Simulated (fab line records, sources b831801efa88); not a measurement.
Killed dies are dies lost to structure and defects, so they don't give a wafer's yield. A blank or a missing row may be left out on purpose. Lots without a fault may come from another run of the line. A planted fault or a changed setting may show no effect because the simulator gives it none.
Which tool did it? | flow sky130 | 7 lots, 21 wafers sampled, at 1 step of a route of 708

WHAT THE GAUGES READ, wafer by wafer
SKY_VT_ADJUST_HVTR_CD_MEAS_07: target cd 380 nm.
lot  | measured     | on        | cd_nm (nm)
L725 | day 10 03:26 | cd_sem-02 | 379.9 377.8 378.9
L728 | day 11 08:35 | cd_sem-01 | 382.2 382.7 382.1
L731 | day 11 20:15 | cd_sem-01 | 379.4 379.5 378.1
L733 | day 12 15:25 | cd_sem-01 | 382.3 383.0 381.4
L735 | day 13 04:19 | cd_sem-02 | 383.1 382.8 383.5
L737 | day 13 16:11 | cd_sem-02 | 385.4 383.2 383.5
L744 | day 15 18:01 | cd_sem-02 | 381.3 381.9 378.3

WHICH TOOL RAN EACH LOT (tool, then ch and the chambers of the sampled wafers, then the start)
The record holds no process step before these readings.

THE ANSWER, worked out from the rows above alone
Rule: what is usual is taken from the lots themselves. Put in order of their means at a reading, lots are off if they are a third of the lots or fewer, leave a main group of 4 or more, and stand apart from it by a gap of 3 or more times the standard deviation of the main group's means; of several such gaps the widest counts. A main group whose means are all the same, to the digits that the tables above print for the reading, isn't used. A lot without any number at a reading at which 4 lots or more have one is off too. The other lots that the step has rows for count as sound.
No lot is off at any reading shown: from this, nothing can be told.

WHAT THE SIMULATOR HAD PUT IN
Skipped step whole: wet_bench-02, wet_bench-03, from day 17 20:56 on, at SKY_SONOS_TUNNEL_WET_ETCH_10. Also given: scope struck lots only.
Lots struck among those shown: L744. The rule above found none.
